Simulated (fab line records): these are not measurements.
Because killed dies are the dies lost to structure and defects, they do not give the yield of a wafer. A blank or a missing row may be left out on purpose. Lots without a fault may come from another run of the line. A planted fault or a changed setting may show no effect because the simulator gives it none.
Struck lot and sound lot, side by side :: flow gf180mcu :: 16 out of 602 route steps
Sound: these wafers, L663.2, L663.3, L663.6. Struck: wafers L660.2, L660.4, L660.6. The cause is named last.
At each step with rows: each side's tool, then ch and its chambers, then its first start. Under that, the readings that differ: sound wafers :: struck wafers :: difference of the means :: sigmas: that difference in standard deviations of wafers without a fault.
alike: same words and numbers on both sides, and readings whose means sit less than 2 such deviations apart. not compared: any withheld reading, any reading some wafer has no value for, any bound like >300 that may hide the same value, and any number with overlapping values for which the record gives no deviation.
The two part at a step that has a row with sigmas, a row that says differs or no value, or rows on one side only. When numbers do not overlap yet have no deviation, they are printed without sigmas and do not part them. A reading that every wafer of one side lacks parts them only if that side has two wafers or more.

GF_V5_CMP_04: polishes SiO2.
  sound on cmp-01 ch 0,3, day 32 15:07; struck on cmp-01 ch 0,2, day 31 22:47
  alike: motor-current-A, platen-rpm
GF_V5_BOW_MEAS_05:
  sound on film-metro-02, day 32 15:26; struck on film-metro-01, day 31 23:06
  alike: V5_BOW
then, 8 steps without rows for these wafers: GF_V5_DEHYDRATE_06 (time 60 s); GF_V5_HMDS_07 (prime time 60 s); GF_V5_COAT_08; GF_V5_COAT_09 (resist thk 1000 nm); GF_V5_SOFTBAKE_10 (time 60 s); GF_V5_EXPOSE_11 (exposes mask Via5, target cd 260 nm); GF_V5_PEB_12 (peb time 90 s); GF_V5_DEVELOP_13 (develop time 60 s).
GF_V5_CD_MEAS_14: the cd target is 260 nm.
  sound on cd-sem-02, day 33 07:05; struck on cd-sem-02, day 32 15:41
  alike: cd-nm
GF_V5_OVL_MEAS_15:
  sound on overlay-02, day 33 07:11; struck on overlay-02, day 32 15:48
  alike: V5_OVL
GF_V5_ETCH_16: etches BARC in N2/H2.
  sound on rie-diel-01 ch 1,3, day 33 07:13; struck on rie-diel-03 ch 1,3, day 32 15:50
  no value came back on the struck wafers for any of 5 readings (bias-w (W), chamber-pressure-mTorr (mTorr) and others); on the sound wafers bias-w (W) reads 100.4 99.3 100.4
GF_V5_ETCH_17: etches SiO2 in C4F8/O2/Ar, stops on TiN, target depth 855 nm.
  sound on rie-diel-01 ch 1,3; struck on rie-diel-03 ch 1,3
reading: oes-product-au (a.u.)
sound: 0.863 0.865 0.864
struck: 0.378 0.377 0.374
difference: -0.488
sigmas: -99 or more
  alike: bias-w, chamber-pressure-mTorr
GF_V5_STRIP_18: strips in O2/N2.
  sound on plasma-asher-01 ch 0,1, day 33 07:22; struck on plasma-asher-03 ch 0,1, day 32 15:59
reading: oes-product-au (a.u.)
sound: 0.568 0.569 0.566
struck: 0.594 0.589 0.583
difference: +0.021
sigmas: +4
  alike: chamber-pressure-mTorr, drypump-motor-current-A, heater-power-w, platen-temp-c
  not compared: rf-hours-counter-h
then, 1 step without rows for these wafers: GF_V5_STRIP_19 (strips in post etch residue remover, time 1200 s).

== WHERE THEY PART ==
First at GF_V5_ETCH_16; last, within this record, at GF_V5_STRIP_18.

WHY: whatever the simulator had introduced
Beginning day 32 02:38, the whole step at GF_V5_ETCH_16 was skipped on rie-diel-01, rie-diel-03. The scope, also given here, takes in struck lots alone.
